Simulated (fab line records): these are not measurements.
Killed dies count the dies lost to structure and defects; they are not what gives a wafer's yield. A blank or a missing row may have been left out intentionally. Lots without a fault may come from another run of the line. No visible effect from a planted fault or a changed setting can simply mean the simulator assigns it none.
The tool behind it: which one? | flow sky130 | 24 lots, 72 wafers sampled, at 5 steps of a route of 708

== WHAT THE GAUGES READ, wafer by wafer ==
SKY_VIA2_RS_MEAS_22: a four-point-probe measurement.
lot  | measured     | on           | VIA2_W_RS (ohm/sq)
L074 | day 36 00:13 | filmMetro-01 | 0.2703 0.2744 0.2709
L075 | day 36 14:57 | filmMetro-03 | 0.2790 0.2741 0.2777
L076 | day 36 19:26 | filmMetro-04 | 0.2746 0.2740 0.2717
L077 | day 37 10:22 | filmMetro-04 | 0.2782 0.2788 0.2791
L078 | day 37 17:19 | filmMetro-04 | 0.2734 0.2740 0.2755
L079 | day 37 21:21 | filmMetro-04 | 0.2730 0.2722 0.2740
L080 | day 37 23:00 | filmMetro-03 | 0.2756 0.2750 0.2726
L081 | day 38 09:02 | filmMetro-03 | 0.2759 0.2734 0.2775
L082 | day 39 02:22 | filmMetro-01 | 0.2726 0.2725 0.2751
L083 | day 39 02:53 | filmMetro-01 | 0.2798 0.2739 0.2766
L084 | day 39 15:11 | filmMetro-04 | 0.2757 0.2715 0.2754
L085 | day 39 19:11 | filmMetro-04 | 0.2744 0.2716 0.2793
L086 | day 40 03:23 | filmMetro-01 | 0.2717 0.2699 0.2741
L087 | day 40 09:08 | filmMetro-01 | 0.2754 0.2757 0.2721
L088 | day 40 13:52 | filmMetro-04 | 0.2751 0.2743 0.2757
L089 | day 40 19:25 | filmMetro-01 | 0.2734 0.2762 0.2737
L090 | day 41 10:42 | filmMetro-01 | 0.2730 0.2714 0.2720
L092 | day 41 17:07 | filmMetro-03 | 0.2769 0.2741 0.2727
L091 | day 41 19:41 | filmMetro-04 | 0.2757 0.2766 0.2752
L093 | day 41 22:41 | filmMetro-03 | 0.2712 0.2757 0.2676
L094 | day 42 10:34 | filmMetro-04 | 0.2751 0.2773 0.2776
L095 | day 42 12:20 | filmMetro-04 | 0.2762 0.2780 0.2753
L097 | day 42 21:41 | filmMetro-04 | 0.2761 0.2760 0.2735
L096 | day 43 03:35 | filmMetro-01 | 0.2704 0.2710 0.2764

SKY_VIA2_THK_MEAS_23: measures by xrf.
lot  | measured     | on           | VIA2_W_THK (nm)
L074 | day 36 00:19 | filmMetro-01 | 437 431 438
L075 | day 36 15:04 | filmMetro-03 | 424 431 424
L076 | day 36 19:34 | filmMetro-04 | 435 438 445
L077 | day 37 10:28 | filmMetro-04 | 430 428 423
L078 | day 37 17:26 | filmMetro-04 | 434 433 433
L079 | day 37 21:26 | filmMetro-04 | 434 438 432
L080 | day 37 23:07 | filmMetro-03 | 429 429 431
L081 | day 38 09:08 | filmMetro-03 | 433 438 431
L082 | day 39 02:29 | filmMetro-01 | 438 437 432
L083 | day 39 03:00 | filmMetro-01 | 421 435 428
L084 | day 39 15:17 | filmMetro-04 | 431 433 431
L085 | day 39 19:17 | filmMetro-04 | 431 435 425
L086 | day 40 03:29 | filmMetro-01 | 434 437 431
L087 | day 40 09:14 | filmMetro-01 | 431 428 434
L088 | day 40 13:59 | filmMetro-04 | 432 433 429
L089 | day 40 19:32 | filmMetro-01 | 431 425 433
L090 | day 41 10:49 | filmMetro-01 | 429 430 431
L092 | day 41 17:14 | filmMetro-03 | 422 425 427
L091 | day 41 19:49 | filmMetro-04 | 434 432 434
L093 | day 41 22:48 | filmMetro-03 | 433 422 434
L094 | day 42 10:40 | filmMetro-04 | 434 429 434
L095 | day 42 12:26 | filmMetro-04 | 433 434 434
L097 | day 42 21:48 | filmMetro-04 | 434 433 441
L096 | day 43 03:42 | filmMetro-01 | 433 430 422

SKY_CAPM_THK_MEAS_01.
lot  | measured     | on           | CAPM_CVD_00_THK (nm)
L074 | day 36 00:53 | filmMetro-02 | 15.55 15.52 15.56
L075 | day 36 15:36 | filmMetro-02 | 15.43 15.51 15.66
L076 | day 36 20:06 | filmMetro-04 | 15.41 15.65 15.69
L077 | day 37 11:00 | filmMetro-04 | 15.63 15.73 15.65
L078 | day 37 17:59 | filmMetro-02 | 15.33 15.63 15.32
L079 | day 37 21:59 | filmMetro-03 | 15.83 15.63 15.80
L080 | day 37 23:39 | filmMetro-02 | 15.59 15.53 15.62
L081 | day 38 09:41 | filmMetro-04 | 15.38 15.22 15.55
L082 | day 39 03:01 | filmMetro-04 | 15.55 15.14 15.51
L083 | day 39 03:41 | filmMetro-02 | 15.52 15.45 15.43
L084 | day 39 15:49 | filmMetro-04 | 15.49 15.32 15.35
L085 | day 39 19:49 | filmMetro-04 | 15.63 15.66 15.87
L086 | day 40 04:01 | filmMetro-02 | 15.45 15.38 15.74
L087 | day 40 09:47 | filmMetro-02 | 15.54 15.81 15.75
L088 | day 40 14:32 | filmMetro-04 | 15.40 15.53 15.71
L089 | day 40 20:04 | filmMetro-03 | 15.40 15.88 15.98
L090 | day 41 11:21 | filmMetro-03 | 15.17 15.01 15.56
L092 | day 41 17:46 | filmMetro-04 | 15.55 15.54 15.74
L091 | day 41 20:21 | filmMetro-04 | 15.27 15.65 15.75
L093 | day 41 23:20 | filmMetro-02 | 15.42 15.60 15.25
L094 | day 42 11:11 | filmMetro-04 | 15.70 15.48 15.77
L095 | day 42 12:58 | filmMetro-04 | 15.66 15.77 15.74
L097 | day 42 22:33 | filmMetro-04 | 15.44 15.93 15.88
L096 | day 43 04:15 | filmMetro-02 | 15.11 15.32 15.58

SKY_VIA4_OVL_MEAS_11.
lot  | measured     | on         | VIA4_OVL (nm)
L074 | day 42 13:32 | overlay-01 | 1.8 2.8 0.3
L075 | day 43 02:05 | overlay-01 | 4.2 3.3 1.6
L076 | day 43 04:26 | overlay-02 | 1.8 2.1 2.4
L077 | day 43 20:16 | overlay-01 | -0.8 -0.2 -0.7
L078 | day 43 23:45 | overlay-02 | 3.0 3.9 4.3
L079 | day 44 02:39 | overlay-01 | 0.5 1.2 2.0
L080 | day 44 04:23 | overlay-01 | 2.5 1.9 1.2
L081 | day 44 13:28 | overlay-02 | -0.1 0.9 -0.9
L082 | day 45 05:50 | overlay-02 | -0.8 -0.1 -0.8
L083 | day 45 06:26 | overlay-01 | -0.2 1.0 0.3
L084 | day 45 15:52 | overlay-02 | 0.8 -0.8 -0.5
L085 | day 45 20:18 | overlay-02 | 1.7 0.5 1.0
L086 | day 46 03:28 | overlay-02 | -1.0 0.7 0.1
L087 | day 46 09:27 | overlay-01 | 1.1 1.7 1.1
L088 | day 46 11:02 | overlay-01 | 4.5 3.8 3.4
L089 | day 46 17:12 | overlay-02 | -1.0 0.0 -1.2
L090 | day 47 04:45 | overlay-02 | 2.6 0.0 2.2
L092 | day 47 10:18 | overlay-01 | 1.1 1.6 2.4
L091 | day 47 13:42 | overlay-01 | 0.2 0.9 0.3
L093 | day 47 15:56 | overlay-01 | 0.6 1.4 0.5
L094 | day 48 03:07 | overlay-02 | 3.9 4.1 1.6
L095 | day 48 03:14 | overlay-02 | 1.9 1.3 1.4
L097 | day 48 10:56 | overlay-02 | 0.1 0.6 0.0
L096 | day 48 15:08 | overlay-02 | 1.3 0.3 -0.1

== EACH LOT AND THE TOOL THAT RAN IT (in order: tool; ch and the chambers of the sampled wafers; start) ==
lot  | SKY_VIA2_CVD_21
L074 | cvdW-01 ch 0,1, day 36 00:03
L075 | cvdW-01 ch 0,1, day 36 14:49
L076 | cvdW-01 ch 0,1, day 36 19:19
L077 | cvdW-01 ch 0,1, day 37 10:13
L078 | cvdW-02 ch 0,1, day 37 17:11
L079 | cvdW-02 ch 0,1, day 37 21:12
L080 | cvdW-02 ch 0,1, day 37 22:52
L081 | cvdW-02 ch 0,1, day 38 08:55
L082 | cvdW-01 ch 0,1, day 39 02:14
L083 | cvdW-01 ch 0,1, day 39 02:45
L084 | cvdW-01 ch 0,1, day 39 15:02
L085 | cvdW-01 ch 0,1, day 39 19:04
L086 | cvdW-02 ch 0,1, day 40 03:15
L087 | cvdW-02 ch 0,1, day 40 09:01
L088 | cvdW-01 ch 0,1, day 40 13:44
L089 | cvdW-01 ch 0,1, day 40 19:17
L090 | cvdW-01 ch 0,1, day 41 10:33
L092 | cvdW-01 ch 0,1, day 41 16:59
L091 | cvdW-02 ch 0,1, day 41 19:34
L093 | cvdW-02 ch 0,1, day 41 22:33
L094 | cvdW-01 ch 0,1, day 42 10:25
L095 | cvdW-01 ch 0,1, day 42 12:12
L097 | cvdW-01 ch 1, day 42 21:32
L096 | cvdW-02 ch 0,1, day 43 03:26
- SKY_VIA2_CVD_21: deposits W, target thk 420 nm, time 126.4 s.

== AS READ BY THE TOOLS THEMSELVES (means over the sampled wafers that have a number; for cases with no such wafer, the mark the record gives instead) ==
SKY_VIA2_CVD_21.
lot  | tool    | heaterPowerW (W)
L074 | cvdW-01 | 960
L075 | cvdW-01 | 968
L076 | cvdW-01 | 966
L077 | cvdW-01 | 915
L078 | cvdW-02 | 918
L079 | cvdW-02 | 888
L080 | cvdW-02 | 882
L081 | cvdW-02 | 884
L082 | cvdW-01 | 973
L083 | cvdW-01 | 922
L084 | cvdW-01 | 922
L085 | cvdW-01 | 979
L086 | cvdW-02 | 899
L087 | cvdW-02 | 858
L088 | cvdW-01 | 976
L089 | cvdW-01 | 934
L090 | cvdW-01 | 1000
L092 | cvdW-01 | 934
L091 | cvdW-02 | 895
L093 | cvdW-02 | 887
L094 | cvdW-01 | 922
L095 | cvdW-01 | 928
L097 | cvdW-01 | 1038
L096 | cvdW-02 | 879

== THE ANSWER, worked out from the rows above alone ==
Rule: what is usual is taken from the lots themselves. Put in order of their means at a reading, lots are off if they are a third of the lots or fewer, leave a main group of 4 or more, and stand apart from it by a gap of 3 or more times the standard deviation of the main group's means; of several such gaps the widest counts. If all means in a main group match to the digits the tables above print for the reading, that group is not used. A lot without any number at a reading at which 4 lots or more have one is off too. Any other lot the step has rows for is counted as sound. The gauges are gone through in route order, then the tools' own readings, and for those a lot's mean is taken as printed above. At the first step where some lot is off, the reading lying furthest off is the one used; lots without a number count as furthest.
None of the lots is off at any reading shown; this tells nothing.

== WHAT HAD BEEN PUT IN BY THE SIMULATOR ==
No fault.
